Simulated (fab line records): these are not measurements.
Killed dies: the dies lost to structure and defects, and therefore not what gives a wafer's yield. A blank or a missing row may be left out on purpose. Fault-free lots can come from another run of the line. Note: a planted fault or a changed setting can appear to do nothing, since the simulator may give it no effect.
What tool caused it? -- flow gf180mcu -- 13 lots with 39 wafers sampled at 4 steps, on a route of 602 steps

## WHAT EACH GAUGE READ, for each wafer
GF_LVPWELL_OVL_MEAS_07. Usual: for LVPWELL_OVL the level is -0.1 nm and the standard deviation is 1.2.
lot,measured,on,LVPWELL_OVL (nm),flag
L668,day 3 22:35,overlay-01,-0.9 -0.4 -2.0,
L670,day 4 07:41,overlay-01,1.3 -0.4 -1.1,
L671,day 4 13:19,overlay-01,-0.7 -0.1 1.9,
L672,day 4 19:41,overlay-01,1.7 2.1 0.8,
L674,day 5 04:53,overlay-01,-0.7 -0.6 -0.8,
L675,day 5 12:08,overlay-01,0.5 1.6 0.5,
L676,day 5 18:32,overlay-02,-1.2 1.0 0.0,
L678,day 6 05:01,overlay-01,-0.5 -3.5 -2.3,
L679,day 6 11:17,overlay-02,-0.1 0.4 0.6,
L680,day 6 16:56,overlay-02,0.4 -0.7 1.5,
L682,day 7 03:53,overlay-01,0.3 -0.3 -0.4,
L688,day 8 14:07,overlay-01,- - -,OFF
L691,day 9 07:20,overlay-02,2.1 1.3 0.6,

GF_LVPWELL_TW_MEAS_11. Usual: for LVPWELL_TW the level is 562 and the standard deviation is 4.1.
lot,measured,on,LVPWELL_TW,flag
L668,day 3 23:01,film-metro-04,559 552 556,
L670,day 4 08:07,film-metro-04,557 557 560,
L671,day 4 13:45,film-metro-01,566 565 563,
L672,day 4 20:07,film-metro-04,561 560 561,
L674,day 5 05:19,film-metro-03,562 562 565,
L675,day 5 12:34,film-metro-03,566 563 564,
L676,day 5 18:59,film-metro-03,567 567 566,
L678,day 6 05:28,film-metro-03,567 568 569,
L679,day 6 11:43,film-metro-04,558 559 557,
L680,day 6 17:23,film-metro-04,559 561 558,
L682,day 7 04:20,film-metro-01,565 564 564,
L688,day 8 14:34,film-metro-04,30 30 30,OFF
L691,day 9 07:46,film-metro-04,556 554 554,

GF_SAB_OVL_MEAS_10. Usual: for SAB_OVL the level is -0.1 nm and the standard deviation is 1.4.
lot,measured,on,SAB_OVL (nm),flag
L668,day 15 02:35,overlay-01,-0.4 -1.2 -1.8,
L670,day 15 18:03,overlay-01,-2.1 -1.6 -1.9,
L671,day 15 22:44,overlay-02,1.8 0.7 0.2,
L672,day 16 12:54,overlay-01,-0.8 -0.2 0.4,
L674,day 17 06:44,overlay-02,1.3 -0.6 0.1,
L675,day 17 19:48,overlay-01,1.0 2.1 0.3,
L676,day 18 03:36,overlay-01,-0.9 -0.1 -0.9,
L678,day 19 00:00,overlay-01,1.1 0.3 -1.0,
L679,day 19 05:17,overlay-01,-0.3 0.8 -0.7,
L680,day 19 16:09,overlay-01,0.8 1.6 1.6,
L682,day 20 07:01,overlay-02,0.1 1.5 1.7,
L688,day 22 10:11,overlay-01,0.6 -0.8 -0.9,
L691,day 23 05:41,overlay-02,2.5 -0.8 0.0,

## WHICH TOOL RAN EACH LOT (tool, then ch and the chambers of the sampled wafers, then the start)
lot,GF_LVPWELL_EXPOSE_04
L668,"iline-stepper-01 ch 0, day 3 16:29"
L670,"iline-stepper-01 ch 0, day 4 00:57"
L671,"iline-stepper-01 ch 0, day 4 07:05"
L672,"iline-stepper-02 ch 0, day 4 12:52"
L674,"iline-stepper-02 ch 0, day 4 21:48"
L675,"iline-stepper-01 ch 0, day 5 05:22"
L676,"iline-stepper-01 ch 0, day 5 11:36"
L678,"iline-stepper-02 ch 0, day 5 21:34"
L679,"iline-stepper-01 ch 0, day 6 04:30"
L680,"iline-stepper-02 ch 0, day 6 09:29"
L682,"iline-stepper-01 ch 0, day 6 20:53"
L688,"iline-stepper-02 ch 0, day 8 05:40"
L691,"iline-stepper-02 ch 0, day 8 22:50"
- GF_LVPWELL_EXPOSE_04: exposes mask LVPWELL, target cd 600 nm.

## AS READ BY THE TOOLS THEMSELVES (means over the sampled wafers that have a number; for cases with no such wafer, the mark the record gives instead)
GF_LVPWELL_EXPOSE_04. Usual: focus-offset-nm 0.0 nm, standard deviation 0.52.
lot,tool,focus-offset-nm (nm),flag
L668,iline-stepper-01,0.3,
L670,iline-stepper-01,0.3,
L671,iline-stepper-01,-0.6,
L672,iline-stepper-02,-0.4,
L674,iline-stepper-02,-0.4,
L675,iline-stepper-01,0.0,
L676,iline-stepper-01,0.3,
L678,iline-stepper-02,-0.6,
L679,iline-stepper-01,0.6,
L680,iline-stepper-02,0.0,
L682,iline-stepper-01,0.1,
L688,iline-stepper-02,-0.2,
L691,iline-stepper-02,-0.5,

## THE ANSWER, worked out from the rows above alone
Rule: lot off if the mean of its wafers having a number is beyond 3 standard deviations from the usual mean. A lot without any number at a reading at which 4 lots or more have one is off too. Any other lot the step has rows for is counted as sound. First the gauges in route order, then the tools' own readings, where a lot's mean is used as printed above. The first step at which some lot is off is used, and at that step the reading that is off furthest; a lot without a number counts as furthest.
Off: L688, at GF_LVPWELL_OVL_MEAS_07 (LVPWELL_OVL). Without a number there: L688.
If a tool, at a process step before that reading, ran all the lots that are off and no sound lot after the first of them, it fits. The gauges at GF_LVPWELL_OVL_MEAS_07 aren't tried: what is off there is off at GF_LVPWELL_TW_MEAS_11 too, on other tools, and a gauge's error can't cause that. None of those tried fits.

## WHAT THE SIMULATOR HAD PUT IN
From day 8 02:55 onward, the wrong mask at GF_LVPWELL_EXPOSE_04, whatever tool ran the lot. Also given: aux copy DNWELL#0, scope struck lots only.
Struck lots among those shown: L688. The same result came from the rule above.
